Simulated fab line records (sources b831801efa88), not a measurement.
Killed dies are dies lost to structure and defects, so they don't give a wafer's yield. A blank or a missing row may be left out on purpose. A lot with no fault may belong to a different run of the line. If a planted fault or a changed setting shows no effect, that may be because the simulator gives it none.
The same fault as seen by 2 desks	flow sky130	only its own numbers are on each desk; what lay behind them is given at the end

## THE METROLOGY DESK
Lot by lot, what the gauges showed, no matter which tool ran the lot: averages of those sampled wafers that carry a number. The brackets show how far a lot's mean lies from the usual mean; more than 4 standard deviations puts the lot out of limits, marked OUT.
Columns: A = GATE_OXIDE_TW at SKY_GATE_OXIDE_TW_MEAS_14, usual 222.7; B = LDD_HVN_TW at SKY_LDD_HVN_TW_MEAS_10, usual 1428
lot	first seen here	A	B
L464	day 14 18:11	225.2	1419
L467	day 16 01:43	225.4	1438
L466	day 16 02:04	223.6	1441
L469	day 16 12:38	220.9	1440
L470	day 16 17:47	221.5	1432
L472	day 17 13:06	224.4	1423
L473	day 17 21:13	224.5	1442
L475	day 18 06:14	221.5	1423
L477	day 18 22:05	223.1	1425
L482	day 20 14:22	225.4	1438
L483	day 21 03:07	219.5	1433
L484	day 21 05:43	224.5	1443
L485	day 21 10:40	219.4	1438
This desk's finding: nothing out of limits on any of the 13 lots.

## AT THE TOOL OWNER'S DESK: implanter-03
The tool's own readings at SKY_LDD_N_IMPLANT_09, given as means over the sampled wafers that have a number, one for each lot that went through this tool. The brackets show how far a lot's mean lies from the usual mean; more than 4 standard deviations puts the lot out of limits, marked OUT.
Columns: A = beamEnergyKeV at SKY_LDD_N_IMPLANT_09, usual 20.000; B = beamOnS at SKY_LDD_N_IMPLANT_09, usual 9.98 s; C = faradayCurrentUA at SKY_LDD_N_IMPLANT_09, usual 424; D = rotationDeg at SKY_LDD_N_IMPLANT_09, usual 113.00 degrees
lot	first seen here	A	B	C	D
L464	day 19 00:01	20.001	10.06	421	113.02
L467	day 20 06:28	19.997	10.10	417	112.96
L469	day 20 17:05	19.999	10.06	421	112.99
L470	day 20 21:35	19.993	9.79	431	113.05
L472	day 21 16:04	20.008	9.91	426	112.98
L473	day 22 03:57	17.887 (-99 or more) OUT	11.38 (+6.3) OUT	372 (-5.8) OUT	113.01
L475	day 22 09:14	17.895 (-99 or more) OUT	11.21 (+5.6) OUT	376 (-5.2) OUT	113.01
L477	day 23 00:54	17.898 (-99 or more) OUT	11.20 (+5.6) OUT	377 (-5.2) OUT	112.99
L484	day 25 08:48	20.000	10.12	417	112.97
L485	day 25 15:57	19.996	9.99	423	113.03
This desk finds L473, L475, L477 out of limits, L473 being first, at day 22 03:57 (beamEnergyKeV at SKY_LDD_N_IMPLANT_09). L464, L467, L469, L470, L472, L484, L485: within limits.

## TAKEN TOGETHER
The tool owner's desk had the chance to raise an alarm at day 22 03:57 on L473, L475, L477.
From the metrology desk's view, nothing was out of limits.
The metrology desk has L473, L475, L477 on record, within its limits.
SKY_LDD_N_IMPLANT_09 was run on implanter-03 by each of the lots named.

## WHAT THE SIMULATOR PUT IN
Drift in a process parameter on implanter-03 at SKY_LDD_N_IMPLANT_09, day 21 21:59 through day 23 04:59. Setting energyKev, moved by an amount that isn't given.
Lots struck among those shown: L473, L475, L477.
Delay in hours, fault start to first out-of-limits reading, by desk: the tool owner's desk at 6.
